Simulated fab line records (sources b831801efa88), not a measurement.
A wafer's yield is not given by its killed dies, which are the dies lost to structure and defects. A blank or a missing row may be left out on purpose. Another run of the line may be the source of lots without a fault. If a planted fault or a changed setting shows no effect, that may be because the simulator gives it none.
Problem report in the 8D (eight disciplines) form, filled by code / flow gf180mcu / the parts of the form that need people (team, actions taken, sign-off) are left out

== 1. WHAT WENT WRONG ==
At GF_HV_LDD_CD_MEAS_19, cdNm averages 386.1 nm over 12 wafers from 4 lots, while fault-free wafers read 401.4 nm, standard deviation 2.5. Relative to the usual mean, that is a shift of -6.1 standard deviations.
The step: target cd 400 nm.
First observed at day 13 01:47: wafer L588.2, on cdSem-01. The record has a number at this step for 39 wafers belonging to 13 lots. Rule for "out" (also "out of limits"): further than 4 standard deviations from the usual mean. The rest of the wafers with a number are treated as sound.

== 2. WHAT IT IS AND WHAT IT IS NOT ==
question=which readings at this step | is=cdNm | is not=-
question=which lots | is=L588, L590, L591, L593 | is not=L581, L582, L583, L584, L592, L595, L597, L601, L603
question=which wafers of those lots | is=all that have a number | is not=-
question=read on which gauges | is=cdSem-01, cdSem-02 | is not=-
question=when | is=from day 13 01:47 | is not=up to then (12 sound wafers); but 15 sound wafers of L592, L595, L597, L601, L603 came after

== 3. WHAT RULES OUT EACH SUSPECT ==
Counting: a tool stays on the suspect list if, at a process step up to the reading, it processed all lots that are out and no sound lot following the first of them.
- the gauge at GF_HV_LDD_CD_MEAS_19 has been ruled out. 2 gauges (cdSem-01, cdSem-02) read the wafers that are out.
- ilineStepper-01 at GF_HV_LDD_EXPOSE_16 (exposes mask Pplus LV AREA, target cd 400 nm): kept. Every lot that is out went through it, starting with L588 (day 12 16:08), and after that it ran no sound lot; the last sound lot it ran before then is L583 (day 11 04:40). On those wafers its own readings are out: exposureDoseMJCm2.
Remaining after the count: ilineStepper-01 at GF_HV_LDD_EXPOSE_16.

== 4. THE CAUSE (what the simulator had put in) ==
Drift in process parameters on ilineStepper-01 at GF_HV_LDD_EXPOSE_16, starting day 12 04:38. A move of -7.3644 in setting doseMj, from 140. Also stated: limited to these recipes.
Only this tool survived the counting.

== 5. SEQUENCE OF EFFECTS, ordered by route ==
One row per reading whose mean, taken over the struck wafers that have a number, lies over 3 standard deviations from the usual. Only readings for which the record gives a usual standard deviation are gone through. hours: the time from each lot's start at the first step in this table that gives one to its start at this step, as a median over the lots. sigmas: the change in usual standard deviations.
hours=0; step=GF_HV_LDD_EXPOSE_16; reading=exposureDoseMJCm2; usual=140.02; on struck wafers=132.69; change=-7.33; sigmas=-61
hours=10; step=GF_HV_LDD_CD_MEAS_19; reading=cdNm; usual=401.4 nm; on struck wafers=386.1; change=-15.3; sigmas=-6.1
Its process steps:
- GF_HV_LDD_EXPOSE_16: exposes mask Pplus LV AREA, target cd 400 nm.

== 6. WHAT WOULD HAVE CAUGHT IT SOONER ==
21 hours passed between the start of the fault at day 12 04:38 and the first reading out of limits at a measuring or inspecting step in this record, taken at day 13 01:47.
Tool's own readings at GF_HV_LDD_EXPOSE_16, exposureDoseMJCm2: out on all struck wafers the step has rows for; an alarm limit on them would have tripped on the first.
Lots out: 4; of these, L590, L591, L593 started GF_HV_LDD_EXPOSE_16 on ilineStepper-01 after day 13 01:47. A hold on the tool at that time would have spared those 3.
